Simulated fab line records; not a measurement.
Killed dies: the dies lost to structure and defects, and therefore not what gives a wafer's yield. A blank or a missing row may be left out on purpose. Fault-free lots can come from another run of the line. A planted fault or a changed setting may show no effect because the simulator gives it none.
Which tool was responsible? / flow gf180mcu / 13 lots, 37 wafers sampled, at 6 steps of a route of 602

WHAT THE GAUGES READ, wafer by wafer
GF_HV_LDD_CD_MEAS_19: the cd target is 400 nm. Usual: cdNm 400.0 nm, standard deviation 2.2.
lot=L797; measured=day 11 05:48; on=cdSem-02; cdNm (nm)=400.0 398.3 397.1; flag=
lot=L798; measured=day 11 15:28; on=cdSem-02; cdNm (nm)=398.5 398.5 397.6; flag=
lot=L799; measured=day 11 15:51; on=cdSem-01; cdNm (nm)=400.2 400.0 402.9; flag=
lot=L800; measured=day 11 23:24; on=cdSem-01; cdNm (nm)=401.8 402.8 401.7; flag=
lot=L802; measured=day 12 03:19; on=cdSem-02; cdNm (nm)=396.3 397.9; flag=
lot=L804; measured=day 12 23:38; on=cdSem-02; cdNm (nm)=399.4 398.7; flag=
lot=L812; measured=day 15 16:27; on=cdSem-02; cdNm (nm)=395.4 398.8 399.0; flag=
lot=L813; measured=day 15 19:24; on=cdSem-01; cdNm (nm)=398.0 398.5 398.4; flag=
lot=L815; measured=day 16 08:04; on=cdSem-01; cdNm (nm)=399.1 399.0 400.5; flag=
lot=L816; measured=day 16 19:48; on=cdSem-01; cdNm (nm)=401.3 401.5 402.2; flag=
lot=L817; measured=day 17 03:21; on=cdSem-01; cdNm (nm)=396.8 397.3 396.8; flag=
lot=L819; measured=day 17 15:43; on=cdSem-02; cdNm (nm)=401.0 400.4 401.0; flag=
lot=L820; measured=day 18 01:36; on=cdSem-01; cdNm (nm)=403.5 404.3 402.2; flag=

GF_PSD_RS_MEAS_14: the measuring method here is four-point-probe. Usual: for NSD_RS the level is 46.16 ohm/sq and the standard deviation is 0.091.
lot=L797; measured=day 14 18:19; on=filmMetro-02; NSD_RS (ohm/sq)=46.17 46.04 46.15; flag=
lot=L798; measured=day 15 06:06; on=filmMetro-04; NSD_RS (ohm/sq)=46.15 46.05 46.12; flag=
lot=L799; measured=day 15 08:36; on=filmMetro-01; NSD_RS (ohm/sq)=46.35 46.24 46.37; flag=
lot=L800; measured=day 15 14:06; on=filmMetro-04; NSD_RS (ohm/sq)=46.14 47.61 46.27; flag=OFF
lot=L802; measured=day 15 18:45; on=filmMetro-04; NSD_RS (ohm/sq)=47.76 46.16; flag=OFF
lot=L804; measured=day 16 17:14; on=filmMetro-02; NSD_RS (ohm/sq)=47.70 46.20; flag=OFF
lot=L812; measured=day 19 18:06; on=filmMetro-02; NSD_RS (ohm/sq)=46.10 45.97 45.99; flag=
lot=L813; measured=day 19 21:08; on=filmMetro-02; NSD_RS (ohm/sq)=46.00 46.19 46.18; flag=
lot=L815; measured=day 20 11:28; on=filmMetro-04; NSD_RS (ohm/sq)=46.20 46.27 46.22; flag=
lot=L816; measured=day 21 00:46; on=filmMetro-02; NSD_RS (ohm/sq)=46.05 46.21 46.03; flag=
lot=L817; measured=day 21 07:29; on=filmMetro-04; NSD_RS (ohm/sq)=45.98 46.07 46.05; flag=
lot=L819; measured=day 21 21:48; on=filmMetro-01; NSD_RS (ohm/sq)=46.27 46.28 46.28; flag=
lot=L820; measured=day 22 06:18; on=filmMetro-01; NSD_RS (ohm/sq)=46.27 46.19 46.15; flag=

GF_PSD_RS_MEAS_15: the measuring method here is four-point-probe. Usual: for PSD_RS the level is 108.59 ohm/sq and the standard deviation is 0.29.
lot=L797; measured=day 14 18:26; on=filmMetro-02; PSD_RS (ohm/sq)=108.66 108.23 108.87; flag=
lot=L798; measured=day 15 06:13; on=filmMetro-04; PSD_RS (ohm/sq)=108.52 108.26 108.65; flag=
lot=L799; measured=day 15 08:43; on=filmMetro-01; PSD_RS (ohm/sq)=109.04 109.08 108.96; flag=
lot=L800; measured=day 15 14:13; on=filmMetro-04; PSD_RS (ohm/sq)=108.57 112.81 109.12; flag=OFF
lot=L802; measured=day 15 18:52; on=filmMetro-04; PSD_RS (ohm/sq)=113.36 108.80; flag=OFF
lot=L804; measured=day 16 17:22; on=filmMetro-02; PSD_RS (ohm/sq)=112.52 108.56; flag=OFF
lot=L812; measured=day 19 18:13; on=filmMetro-02; PSD_RS (ohm/sq)=108.16 108.11 108.14; flag=
lot=L813; measured=day 19 21:16; on=filmMetro-02; PSD_RS (ohm/sq)=108.35 108.49 108.44; flag=
lot=L815; measured=day 20 11:35; on=filmMetro-04; PSD_RS (ohm/sq)=108.20 108.62 108.68; flag=
lot=L816; measured=day 21 00:53; on=filmMetro-02; PSD_RS (ohm/sq)=108.34 108.26 108.26; flag=
lot=L817; measured=day 21 07:36; on=filmMetro-04; PSD_RS (ohm/sq)=108.35 108.35 108.14; flag=
lot=L819; measured=day 21 21:55; on=filmMetro-01; PSD_RS (ohm/sq)=108.92 109.05 108.81; flag=
lot=L820; measured=day 22 06:25; on=filmMetro-01; PSD_RS (ohm/sq)=108.96 108.78 109.00; flag=

WHAT TOOL EACH LOT RAN ON (gives the tool, then ch and the chambers of the sampled wafers, and finally the start)
lot=L797; GF_HV_LDD_STRIP_49=plasmaAsher-03 ch 0,1, day 12 21:22; GF_HV_LDD_RTA_52=rtpAnneal-01 ch 0, day 12 21:34; GF_PSD_RTA_13=rtpAnneal-02 ch 0, day 14 18:13
lot=L798; GF_HV_LDD_STRIP_49=plasmaAsher-01 ch 0,1, day 13 08:01; GF_HV_LDD_RTA_52=rtpAnneal-01 ch 0, day 13 08:14; GF_PSD_RTA_13=rtpAnneal-01 ch 0, day 15 06:01
lot=L799; GF_HV_LDD_STRIP_49=plasmaAsher-03 ch 0,1, day 13 08:37; GF_HV_LDD_RTA_52=rtpAnneal-02 ch 0, day 13 08:49; GF_PSD_RTA_13=rtpAnneal-01 ch 0, day 15 08:31
lot=L800; GF_HV_LDD_STRIP_49=plasmaAsher-03 ch 0,1, day 13 16:05; GF_HV_LDD_RTA_52=rtpAnneal-02 ch 0, day 13 16:17; GF_PSD_RTA_13=rtpAnneal-01 ch 0, day 15 14:01
lot=L802; GF_HV_LDD_STRIP_49=plasmaAsher-03 ch 0,1, day 13 20:03; GF_HV_LDD_RTA_52=rtpAnneal-02 ch 0, day 13 20:19; GF_PSD_RTA_13=rtpAnneal-01 ch 0, day 15 18:40
lot=L804; GF_HV_LDD_STRIP_49=plasmaAsher-01 ch 0,1, day 14 17:44; GF_HV_LDD_RTA_52=rtpAnneal-01 ch 0, day 14 17:56; GF_PSD_RTA_13=rtpAnneal-01 ch 0, day 16 17:09
lot=L812; GF_HV_LDD_STRIP_49=plasmaAsher-01 ch 0,1, day 17 14:01; GF_HV_LDD_RTA_52=rtpAnneal-01 ch 0, day 17 14:13; GF_PSD_RTA_13=rtpAnneal-02 ch 0, day 19 18:01
lot=L813; GF_HV_LDD_STRIP_49=plasmaAsher-03 ch 0,1, day 17 16:54; GF_HV_LDD_RTA_52=rtpAnneal-02 ch 0, day 17 17:07; GF_PSD_RTA_13=rtpAnneal-01 ch 0, day 19 21:03
lot=L815; GF_HV_LDD_STRIP_49=plasmaAsher-02 ch 0,1, day 18 07:24; GF_HV_LDD_RTA_52=rtpAnneal-01 ch 0, day 18 07:37; GF_PSD_RTA_13=rtpAnneal-01 ch 0, day 20 11:22
lot=L816; GF_HV_LDD_STRIP_49=plasmaAsher-03 ch 0,1, day 18 20:19; GF_HV_LDD_RTA_52=rtpAnneal-01 ch 0, day 18 20:31; GF_PSD_RTA_13=rtpAnneal-01 ch 0, day 21 00:41
lot=L817; GF_HV_LDD_STRIP_49=plasmaAsher-02 ch 0,1, day 19 03:30; GF_HV_LDD_RTA_52=rtpAnneal-01 ch 0, day 19 03:43; GF_PSD_RTA_13=rtpAnneal-01 ch 0, day 21 07:24
lot=L819; GF_HV_LDD_STRIP_49=plasmaAsher-02 ch 0,1, day 19 17:12; GF_HV_LDD_RTA_52=rtpAnneal-01 ch 0, day 19 17:25; GF_PSD_RTA_13=rtpAnneal-01 ch 0, day 21 21:43
lot=L820; GF_HV_LDD_STRIP_49=plasmaAsher-03 ch 0,1, day 20 03:04; GF_HV_LDD_RTA_52=rtpAnneal-01 ch 0, day 20 03:16; GF_PSD_RTA_13=rtpAnneal-01 ch 0, day 22 06:13
- GF_HV_LDD_STRIP_49: strips in O2/N2.
- GF_HV_LDD_RTA_52: time 10 s.
- GF_PSD_RTA_13: time 20 s.

AS READ BY THE TOOLS THEMSELVES (means over the sampled wafers that have a number; for cases with no such wafer, the mark the record gives instead)
GF_HV_LDD_STRIP_49. Usual: chamberPressureMTorr 1500.0 mTorr, standard deviation 1.2; drypumpMotorCurrentA 6.0 A, standard deviation 0.34; heaterPowerW 327 W, standard deviation 14; oesProductAu 0.716 a.u., standard deviation 0.0044; stripTimeToEndpointS 12.62 s, standard deviation 0.031.
lot=L797; tool=plasmaAsher-03; chamberPressureMTorr (mTorr)=1500.6; drypumpMotorCurrentA (A)=6.2; heaterPowerW (W)=328; oesProductAu (a.u.)=0.710; stripTimeToEndpointS (s)=12.63; flag=
lot=L798; tool=plasmaAsher-01; chamberPressureMTorr (mTorr)=1499.5; drypumpMotorCurrentA (A)=5.6; heaterPowerW (W)=319; oesProductAu (a.u.)=0.716; stripTimeToEndpointS (s)=12.61; flag=
lot=L799; tool=plasmaAsher-03; chamberPressureMTorr (mTorr)=1502.7; drypumpMotorCurrentA (A)=6.2; heaterPowerW (W)=328; oesProductAu (a.u.)=0.712; stripTimeToEndpointS (s)=12.64; flag=
lot=L800; tool=plasmaAsher-03; chamberPressureMTorr (mTorr)=1500.6; drypumpMotorCurrentA (A)=6.1; heaterPowerW (W)=328; oesProductAu (a.u.)=0.714; stripTimeToEndpointS (s)=12.63; flag=
lot=L802; tool=plasmaAsher-03; chamberPressureMTorr (mTorr)=1500.5; drypumpMotorCurrentA (A)=6.2; heaterPowerW (W)=334; oesProductAu (a.u.)=0.721; stripTimeToEndpointS (s)=12.63; flag=
lot=L804; tool=plasmaAsher-01; chamberPressureMTorr (mTorr)=1498.5; drypumpMotorCurrentA (A)=5.6; heaterPowerW (W)=315; oesProductAu (a.u.)=0.716; stripTimeToEndpointS (s)=12.62; flag=
lot=L812; tool=plasmaAsher-01; chamberPressureMTorr (mTorr)=1499.7; drypumpMotorCurrentA (A)=5.7; heaterPowerW (W)=323; oesProductAu (a.u.)=0.713; stripTimeToEndpointS (s)=12.59; flag=
lot=L813; tool=plasmaAsher-03; chamberPressureMTorr (mTorr)=1499.8; drypumpMotorCurrentA (A)=6.3; heaterPowerW (W)=335; oesProductAu (a.u.)=0.716; stripTimeToEndpointS (s)=12.67; flag=
lot=L815; tool=plasmaAsher-02; chamberPressureMTorr (mTorr)=1499.1; drypumpMotorCurrentA (A)=5.8; heaterPowerW (W)=332; oesProductAu (a.u.)=0.716; stripTimeToEndpointS (s)=12.64; flag=
lot=L816; tool=plasmaAsher-03; chamberPressureMTorr (mTorr)=1500.4; drypumpMotorCurrentA (A)=6.3; heaterPowerW (W)=331; oesProductAu (a.u.)=0.717; stripTimeToEndpointS (s)=12.65; flag=
lot=L817; tool=plasmaAsher-02; chamberPressureMTorr (mTorr)=1500.1; drypumpMotorCurrentA (A)=5.8; heaterPowerW (W)=335; oesProductAu (a.u.)=0.714; stripTimeToEndpointS (s)=12.59; flag=
lot=L819; tool=plasmaAsher-02; chamberPressureMTorr (mTorr)=1499.2; drypumpMotorCurrentA (A)=5.8; heaterPowerW (W)=337; oesProductAu (a.u.)=0.713; stripTimeToEndpointS (s)=12.64; flag=
lot=L820; tool=plasmaAsher-03; chamberPressureMTorr (mTorr)=1498.6; drypumpMotorCurrentA (A)=6.2; heaterPowerW (W)=327; oesProductAu (a.u.)=0.714; stripTimeToEndpointS (s)=12.58; flag=

GF_HV_LDD_RTA_52. Usual: lampPowerPct 33.2 %, standard deviation 0.53; wafer_temp_C_max 1005.7, standard deviation 1.5.
lot=L797; tool=rtpAnneal-01; lampPowerPct (%)=33.6; wafer_temp_C_max=1004.8; flag=
lot=L798; tool=rtpAnneal-01; lampPowerPct (%)=33.6; wafer_temp_C_max=1004.5; flag=
lot=L799; tool=rtpAnneal-02; lampPowerPct (%)=32.5; wafer_temp_C_max=1007.3; flag=
lot=L800; tool=rtpAnneal-02; lampPowerPct (%)=32.5; wafer_temp_C_max=1007.6; flag=
lot=L802; tool=rtpAnneal-02; lampPowerPct (%)=32.5; wafer_temp_C_max=1008.1; flag=
lot=L804; tool=rtpAnneal-01; lampPowerPct (%)=33.6; wafer_temp_C_max=1005.2; flag=
lot=L812; tool=rtpAnneal-01; lampPowerPct (%)=33.6; wafer_temp_C_max=1006.0; flag=
lot=L813; tool=rtpAnneal-02; lampPowerPct (%)=32.5; wafer_temp_C_max=1005.9; flag=
lot=L815; tool=rtpAnneal-01; lampPowerPct (%)=33.6; wafer_temp_C_max=1004.0; flag=
lot=L816; tool=rtpAnneal-01; lampPowerPct (%)=33.6; wafer_temp_C_max=1004.8; flag=
lot=L817; tool=rtpAnneal-01; lampPowerPct (%)=33.6; wafer_temp_C_max=1004.2; flag=
lot=L819; tool=rtpAnneal-01; lampPowerPct (%)=33.6; wafer_temp_C_max=1004.8; flag=
lot=L820; tool=rtpAnneal-01; lampPowerPct (%)=33.6; wafer_temp_C_max=1004.8; flag=

GF_PSD_RTA_13. Usual: lampPowerPct 34.2 %, standard deviation 0.57; runLengthS 48.40 s, standard deviation 0.23; wafer_temp_C_max 1031.3, standard deviation 1.4.
lot=L797; tool=rtpAnneal-02; lampPowerPct (%)=33.8; runLengthS (s)=48.30; wafer_temp_C_max=1031.4; flag=
lot=L798; tool=rtpAnneal-01; lampPowerPct (%)=34.8; runLengthS (s)=48.82; wafer_temp_C_max=1030.6; flag=
lot=L799; tool=rtpAnneal-01; lampPowerPct (%)=34.8; runLengthS (s)=48.51; wafer_temp_C_max=1031.0; flag=
lot=L800; tool=rtpAnneal-01; lampPowerPct (%)=34.8; runLengthS (s)=46.63; wafer_temp_C_max=1029.6; flag=OFF
lot=L802; tool=rtpAnneal-01; lampPowerPct (%)=34.8; runLengthS (s)=45.61; wafer_temp_C_max=1031.6; flag=OFF
lot=L804; tool=rtpAnneal-01; lampPowerPct (%)=34.8; runLengthS (s)=45.48; wafer_temp_C_max=1029.5; flag=OFF
lot=L812; tool=rtpAnneal-02; lampPowerPct (%)=33.7; runLengthS (s)=48.26; wafer_temp_C_max=1031.8; flag=
lot=L813; tool=rtpAnneal-01; lampPowerPct (%)=34.8; runLengthS (s)=48.54; wafer_temp_C_max=1030.9; flag=
lot=L815; tool=rtpAnneal-01; lampPowerPct (%)=34.8; runLengthS (s)=48.72; wafer_temp_C_max=1030.2; flag=
lot=L816; tool=rtpAnneal-01; lampPowerPct (%)=34.8; runLengthS (s)=48.66; wafer_temp_C_max=1029.5; flag=
lot=L817; tool=rtpAnneal-01; lampPowerPct (%)=34.8; runLengthS (s)=48.41; wafer_temp_C_max=1030.1; flag=
lot=L819; tool=rtpAnneal-01; lampPowerPct (%)=34.9; runLengthS (s)=48.42; wafer_temp_C_max=1030.6; flag=
lot=L820; tool=rtpAnneal-01; lampPowerPct (%)=34.9; runLengthS (s)=48.46; wafer_temp_C_max=1029.7; flag=

THE ANSWER, worked out from the rows above alone
Rule: lot off if the mean of its wafers having a number is beyond 3 standard deviations from the usual mean. A lot without any number at a reading at which 4 lots or more have one is off too. The other lots that the step has rows for count as sound. First the gauges in route order, then the tools' own readings, where a lot's mean is used as printed above. The first step at which some lot is off is used, and at that step the reading that is off furthest; a lot without a number counts as furthest.
Off: L800, L802, L804, at GF_PSD_RS_MEAS_14 (NSD_RS).
If a tool, at a process step before that reading, ran all the lots that are off and no sound lot after the first of them, it fits. The gauges at GF_PSD_RS_MEAS_14 aren't tried: what is off there is off at GF_PSD_RTA_13 too, on other tools, and a gauge's error can't cause that. None of those tried fits.

WHAT WAS PUT IN BY THE SIMULATOR
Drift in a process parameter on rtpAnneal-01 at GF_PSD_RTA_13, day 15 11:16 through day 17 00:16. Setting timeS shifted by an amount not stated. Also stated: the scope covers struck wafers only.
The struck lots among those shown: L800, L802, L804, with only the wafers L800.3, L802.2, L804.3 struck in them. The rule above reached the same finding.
